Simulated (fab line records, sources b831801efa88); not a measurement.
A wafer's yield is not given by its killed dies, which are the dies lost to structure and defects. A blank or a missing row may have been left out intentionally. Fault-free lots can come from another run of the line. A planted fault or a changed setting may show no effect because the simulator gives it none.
Code-filled problem report in 8D (eight disciplines) form    flow gf180mcu    the parts of the form that need people (team, actions taken, sign-off) are left out

## 1. THE ISSUE
runLengthS at GF_STI_ETCH_13 reads a mean of 130.9 s on 2 wafers of 2 lots; wafers without a fault read 141.2 s with a standard deviation of 0.45. That puts it -23 standard deviations away from the usual mean.
The step: etches the open film in CHF3/O2, stops on Si, target depth 282.31 nm, time 112.9 s.
The first sign was on wafer L278.2 at day 3 03:17, on rieDiel-01. The record has a number at this step for 39 wafers belonging to 13 lots. Rule for "out", or "out of limits": more than 4 standard deviations from the usual mean. Any other wafer with a number is counted as sound.

## 2. WHAT IT IS AND WHAT IT IS NOT
question                     is                        is not
which readings at this step  runLengthS, oesProductAu  drypumpMotorCurrentA
which lots                   L278, L279                L273, L275, L280, L288, L289, L290, L292, L293, L294, L295, L296
which wafers of those lots   L278.2, L279.2            L278.1, L278.5, L279.5, L279.6
read on which tools          rieDiel-01                rieDiel-02, rieDiel-04
when                         from day 3 03:17          up to then (8 sound wafers); but 29 sound wafers of L279, L280, L288, L289, L290, L292, L293, L294, L295, L296 came after

## 3. WHAT RULES OUT EACH SUSPECT
Counting: a tool at a process step up to the reading stays a suspect if it ran every lot that is out. Sound lots after the first of them don't rule it out here, since some wafers of a struck lot are sound.
- rieDiel-01 at GF_STI_ETCH_13 (etches the open film in CHF3/O2, stops on Si, target depth 282.31 nm, time 112.9 s): kept. It ran every lot that is out, first L278 (day 3 03:17); its last sound lot up to then is L275 (day 2 11:38). Out on those wafers are its own readings of oesProductAu, runLengthS.
Remaining after the count: rieDiel-01 at GF_STI_ETCH_13.

## 4. THE CAUSE (what the simulator had put in)
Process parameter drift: rieDiel-01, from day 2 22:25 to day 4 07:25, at GF_STI_ETCH_13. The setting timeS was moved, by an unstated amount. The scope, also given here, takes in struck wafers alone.
The count eliminated every tool but this one.

## 5. THE CHAIN OF EFFECTS, in route order
Each row: a reading whose mean over the struck wafers that have a number lies more than 3 standard deviations from the usual. Scope: only readings with a usual standard deviation given in the record; hours: median across lots of the time from each lot's start at the first step in this table that gives one to its start at this step; sigmas: change in usual standard deviations.
hours  step             reading               usual       on struck wafers  change  sigmas
0      GF_STI_ETCH_13   oesProductAu          0.835 a.u.  0.907             +0.073  +14
0      GF_STI_ETCH_13   runLengthS            141.2 s     130.9             -10.3   -23
0      GF_STI_ETCH_13   throttleValvePct      8.809 %     8.843             +0.034  +3.4
0      GF_STI_STRIP_15  stripTimeToEndpointS  3.71 s      3.91              +0.20   +4.6
Here are the process steps it includes:
- GF_STI_ETCH_13: etches the open film in CHF3/O2, stops on Si, target depth 282.31 nm, time 112.9 s.
- GF_STI_STRIP_15: strips in O2/N2.
Later measuring or inspecting steps at which every struck wafer that the step has a row for has a number for every such reading, and none has moved that far: GF_STI_THK_MEAS_22, GF_HV_LDD_OVL_MEAS_08.

## 6. WHAT WOULD HAVE CAUGHT IT SOONER
First out-of-limits reading in this record: day 3 03:17, which is 5 hours after fault onset at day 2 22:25.
